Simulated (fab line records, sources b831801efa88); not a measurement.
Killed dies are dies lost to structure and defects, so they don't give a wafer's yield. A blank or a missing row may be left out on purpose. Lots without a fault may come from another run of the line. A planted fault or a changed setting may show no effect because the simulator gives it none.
Which tool did it? | flow gf180mcu | 13 lots, 37 wafers sampled, at 4 steps of a route of 602

WHAT THE GAUGES READ, wafer by wafer
GF_TOP_METAL_CD_MEAS_14: target cd 440 nm.
lot  | measured     | on        | cd_nm (nm)
L521 | day 28 03:59 | cd_sem-01 | 443.8 440.9 443.4
L523 | day 28 17:49 | cd_sem-02 | 436.5 436.1 437.9
L524 | day 29 04:01 | cd_sem-01 | 441.3 442.2 441.4
L525 | day 29 18:51 | cd_sem-01 | 440.5 441.6 440.0
L526 | day 29 20:29 | cd_sem-01 | 442.3 444.2 443.4
L527 | day 30 05:48 | cd_sem-02 | 442.0 442.1 441.9
L528 | day 30 07:47 | cd_sem-01 | 438.9 438.3 435.9
L529 | day 30 16:14 | cd_sem-02 | 438.8 437.4 438.8
L535 | day 32 09:52 | cd_sem-02 | 440.7
L536 | day 32 19:21 | cd_sem-02 | 440.9 442.6 442.4
L537 | day 33 00:17 | cd_sem-02 | 437.8 438.7 437.3
L540 | day 33 10:13 | cd_sem-02 | 439.3 440.4 440.3
L544 | day 34 10:25 | cd_sem-02 | 441.0 440.4 439.4

WHICH TOOL RAN EACH LOT (tool, then ch and the chambers of the sampled wafers, then the start)
lot  | GF_M5_METAL_ETCH_10               | GF_TOP_METAL_SPUTTER_00      | GF_TOP_METAL_SPUTTER_04
L521 | rie_metal-04 ch 0,1, day 26 08:35 | pvd_sputter-01, day 27 07:50 | pvd_sputter-01, day 27 08:02
L523 | rie_metal-04 ch 0,1, day 26 23:48 | pvd_sputter-03, day 27 22:03 | pvd_sputter-03, day 27 22:15
L524 | rie_metal-02 ch 1, day 27 10:36   | pvd_sputter-02, day 28 09:01 | pvd_sputter-02, day 28 09:13
L525 | rie_metal-02 ch 0,1, day 28 00:52 | pvd_sputter-02, day 28 23:30 | pvd_sputter-02, day 28 23:41
L526 | rie_metal-02 ch 0,1, day 28 02:17 | pvd_sputter-02, day 29 01:28 | pvd_sputter-02, day 29 01:40
L527 | rie_metal-02 ch 0,1, day 28 12:39 | pvd_sputter-01, day 29 10:51 | pvd_sputter-01, day 29 11:03
L528 | rie_metal-04 ch 0,1, day 28 15:23 | pvd_sputter-03, day 29 13:14 | pvd_sputter-03, day 29 13:26
L529 | rie_metal-04 ch 0,1, day 28 23:18 | pvd_sputter-01, day 29 21:17 | pvd_sputter-01, day 29 21:28
L535 | rie_metal-02 ch 0, day 30 20:36   | pvd_sputter-02, day 31 16:47 | pvd_sputter-02, day 31 16:57
L536 | rie_metal-02 ch 0,1, day 31 04:40 | pvd_sputter-03, day 32 04:31 | pvd_sputter-03, day 32 04:43
L537 | rie_metal-04 ch 0,1, day 31 11:24 | pvd_sputter-01, day 32 07:59 | pvd_sputter-01, day 32 08:10
L540 | rie_metal-03 ch 0,1, day 31 22:51 | pvd_sputter-01, day 32 17:34 | pvd_sputter-01, day 32 17:45
L544 | rie_metal-02 ch 0,1, day 33 00:11 | pvd_sputter-01, day 33 18:52 | pvd_sputter-01, day 33 19:04
- GF_M5_METAL_ETCH_10: etches the open film in Cl2/BCl3, stops on SiO2, target depth 627.5 nm, time 104.6 s.
- GF_TOP_METAL_SPUTTER_00: material Ti, target thk 37.5 nm, time 150 s.
- GF_TOP_METAL_SPUTTER_04: material TiN, target thk 25 nm, time 20.8 s.

WHAT THE TOOLS THEMSELVES READ (means of the sampled wafers that have a number; where no wafer has one, the mark that the record gives instead)
GF_M5_METAL_ETCH_10.
lot  | tool         | bcl3_flow_sccm (sccm) | drypump_motor_current_A (A) | oes_product_au (a.u.) | throttle_valve_pct (%)
L521 | rie_metal-04 | 40.02                 | 6.04                        | 0.970                 | 28.247
L523 | rie_metal-04 | 40.04                 | 6.01                        | 0.970                 | 28.241
L524 | rie_metal-02 | 40.11                 | 5.58                        | 0.971                 | 28.256
L525 | rie_metal-02 | 39.99                 | 5.72                        | 0.970                 | 28.252
L526 | rie_metal-02 | 40.01                 | 5.66                        | 0.971                 | 28.255
L527 | rie_metal-02 | 39.87                 | 5.67                        | 0.968                 | 28.246
L528 | rie_metal-04 | 40.12                 | 6.03                        | 0.968                 | 28.255
L529 | rie_metal-04 | 40.00                 | 6.04                        | 0.965                 | 28.253
L535 | rie_metal-02 | 40.11                 | 5.85                        | 0.976                 | 28.260
L536 | rie_metal-02 | 39.98                 | 5.65                        | 0.967                 | 28.247
L537 | rie_metal-04 | 39.91                 | 6.05                        | 0.962                 | 28.261
L540 | rie_metal-03 | 40.15                 | 5.98                        | 0.973                 | 28.245
L544 | rie_metal-02 | 40.02                 | 5.73                        | 0.972                 | 28.253

GF_TOP_METAL_SPUTTER_00.
lot  | tool           | throttle_valve_pct (%)
L521 | pvd_sputter-01 | 30.0
L523 | pvd_sputter-03 | 29.7
L524 | pvd_sputter-02 | 30.1
L525 | pvd_sputter-02 | 30.2
L526 | pvd_sputter-02 | 29.9
L527 | pvd_sputter-01 | 29.3
L528 | pvd_sputter-03 | 30.0
L529 | pvd_sputter-01 | 29.4
L535 | pvd_sputter-02 | 29.6
L536 | pvd_sputter-03 | 30.1
L537 | pvd_sputter-01 | 30.0
L540 | pvd_sputter-01 | 29.8
L544 | pvd_sputter-01 | 29.4

GF_TOP_METAL_SPUTTER_04.
lot  | tool           | throttle_valve_pct (%)
L521 | pvd_sputter-01 | 29.9
L523 | pvd_sputter-03 | 29.7
L524 | pvd_sputter-02 | 30.2
L525 | pvd_sputter-02 | 30.4
L526 | pvd_sputter-02 | 30.0
L527 | pvd_sputter-01 | 29.5
L528 | pvd_sputter-03 | 30.0
L529 | pvd_sputter-01 | 29.4
L535 | pvd_sputter-02 | 29.9
L536 | pvd_sputter-03 | 30.2
L537 | pvd_sputter-01 | 30.0
L540 | pvd_sputter-01 | 29.9
L544 | pvd_sputter-01 | 29.4

THE ANSWER, worked out from the rows above alone
Rule: what is usual is taken from the lots themselves. Put in order of their means at a reading, lots are off if they are a third of the lots or fewer, leave a main group of 4 or more, and stand apart from it by a gap of 3 or more times the standard deviation of the main group's means; of several such gaps the widest counts. A main group whose means are all the same, to the digits that the tables above print for the reading, isn't used. A lot without any number at a reading at which 4 lots or more have one is off too. The other lots that the step has rows for count as sound. The gauges are gone through in route order, then the tools' own readings, and for those a lot's mean is taken as printed above. The first step at which some lot is off is used, and at that step the reading that is off furthest; a lot without a number counts as furthest.
No lot is off at any reading shown: from this, nothing can be told.

WHAT THE SIMULATOR HAD PUT IN
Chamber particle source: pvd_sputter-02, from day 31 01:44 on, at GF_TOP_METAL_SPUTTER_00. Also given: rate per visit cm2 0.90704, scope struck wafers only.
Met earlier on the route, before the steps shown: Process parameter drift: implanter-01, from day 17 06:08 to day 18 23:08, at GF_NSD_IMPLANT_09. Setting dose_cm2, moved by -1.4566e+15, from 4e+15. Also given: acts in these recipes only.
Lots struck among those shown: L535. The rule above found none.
